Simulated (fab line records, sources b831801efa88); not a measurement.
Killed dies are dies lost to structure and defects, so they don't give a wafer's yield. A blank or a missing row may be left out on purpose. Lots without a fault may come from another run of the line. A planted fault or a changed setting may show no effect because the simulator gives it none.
One fault seen from 2 desks | flow sky130 | each desk has only its own numbers; what lay behind them comes last

THE TOOL OWNER'S DESK: implanter-03
The tool's own readings at SKY_VT_ADJUST_HVTR_IMPLANT_09: means of the sampled wafers that have a number, for each lot that ran on this tool. A lot is out of limits, marked OUT, if its mean lies more than 4 standard deviations from the usual mean; the brackets give that distance.
Columns: A = beam_energy_keV at SKY_VT_ADJUST_HVTR_IMPLANT_09, usual 10.000; B = dose_ions_cm2 at SKY_VT_ADJUST_HVTR_IMPLANT_09, usual 2.1001e+12; C = end_station_pressure_torr at SKY_VT_ADJUST_HVTR_IMPLANT_09, usual 5.01e-06 Torr; D = faraday_current_uA at SKY_VT_ADJUST_HVTR_IMPLANT_09, usual 11.86
lot  | first seen here | A      | B                            | C        | D
L601 | day 9 07:09     | 10.000 | 2.1010e+12                   | 5.19e-06 | 11.75
L604 | day 10 01:32    | 10.002 | 2.1011e+12                   | 4.96e-06 | 11.88
L607 | day 11 02:39    | 9.999  | 2.1012e+12                   | 5.32e-06 | 12.03
L608 | day 11 03:11    | 9.998  | 2.1002e+12                   | 5.07e-06 | 11.90
L609 | day 11 11:06    | 10.002 | 2.0989e+12                   | 4.94e-06 | 12.00
L614 | day 14 20:53    | 9.999  | 1.6753e+12 (-99 or more) OUT | 4.76e-06 | 9.33 (-11) OUT
L615 | day 14 23:51    | 10.002 | 1.6743e+12 (-99 or more) OUT | 4.93e-06 | 9.45 (-10) OUT
This desk's finding: out of limits on L614, L615; first on L614, day 14 20:53 (dose_ions_cm2 at SKY_VT_ADJUST_HVTR_IMPLANT_09). In limits: L601, L604, L607, L608, L609.

THE METROLOGY DESK
What the gauges read, lot by lot, whatever tool the lot ran on: means of the sampled wafers that have a number. A lot is out of limits, marked OUT, if its mean lies more than 4 standard deviations from the usual mean; the brackets give that distance.
Columns: A = FIELD_ISO_OXIDATION_00_THK at SKY_FIELD_ISO_THK_MEAS_02, usual 11.99 nm; B = cd_nm at SKY_FIELD_ISO_CD_MEAS_13, usual 150.6 nm; C = VT_ADJUST_NCORE_TW at SKY_VT_ADJUST_NCORE_TW_MEAS_11, usual 220.3; D = VT_ADJUST_HVTR_TW at SKY_VT_ADJUST_HVTR_TW_MEAS_11, usual 213.1
lot  | first seen here | A     | B     | C     | D
L601 | day 1 11:38     | 12.30 | 150.4 | 224.8 | 215.6
L603 | day 1 22:14     | 12.03 | 149.7 | 217.2 | 215.4
L604 | day 2 04:00     | 11.95 | 148.9 | 220.2 | 215.6
L606 | day 2 13:41     | 12.12 | 151.0 | 216.6 | 212.2
L607 | day 2 18:28     | 12.35 | 150.7 | 224.2 | 210.9
L608 | day 2 22:38     | 12.09 | 151.0 | 223.9 | 212.5
L609 | day 3 03:47     | 11.71 | 148.2 | 220.5 | 210.1
L610 | day 3 09:16     | 11.64 | 150.7 | 220.0 | 211.6
L614 | day 4 04:41     | 11.83 | 150.8 | 218.1 | 198.0 (-6.3) OUT
L615 | day 4 10:13     | 11.99 | 148.7 | 218.8 | 196.7 (-6.8) OUT
L619 | day 5 05:38     | 12.00 | 151.0 | 224.2 | 213.0
L620 | day 5 10:38     | 11.94 | 149.3 | 215.8 | 216.4
L624 | day 6 08:41     | 11.63 | 151.6 | 224.7 | 210.0
This desk's finding: out of limits on L614, L615; first on L614, day 14 21:08 (VT_ADJUST_HVTR_TW at SKY_VT_ADJUST_HVTR_TW_MEAS_11). In limits: L601, L603, L604, L606, L607, L608, L609, L610, L619, L620, L624.

PUT TOGETHER
The tool owner's desk could have raised an alarm at day 14 20:53, on L614, L615.
The metrology desk could have raised an alarm at day 14 21:08, on L614, L615.
Of the lots named, all ran SKY_VT_ADJUST_HVTR_IMPLANT_09 on implanter-03.

WHAT THE SIMULATOR HAD PUT IN
Process parameter drift: implanter-03, from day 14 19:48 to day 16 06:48, at SKY_VT_ADJUST_HVTR_IMPLANT_09. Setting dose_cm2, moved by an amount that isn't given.
Lots struck among those shown: L614, L615.
Hours from the fault's start to each desk's first reading out of limits: the tool owner's desk, 1; the metrology desk, 1.
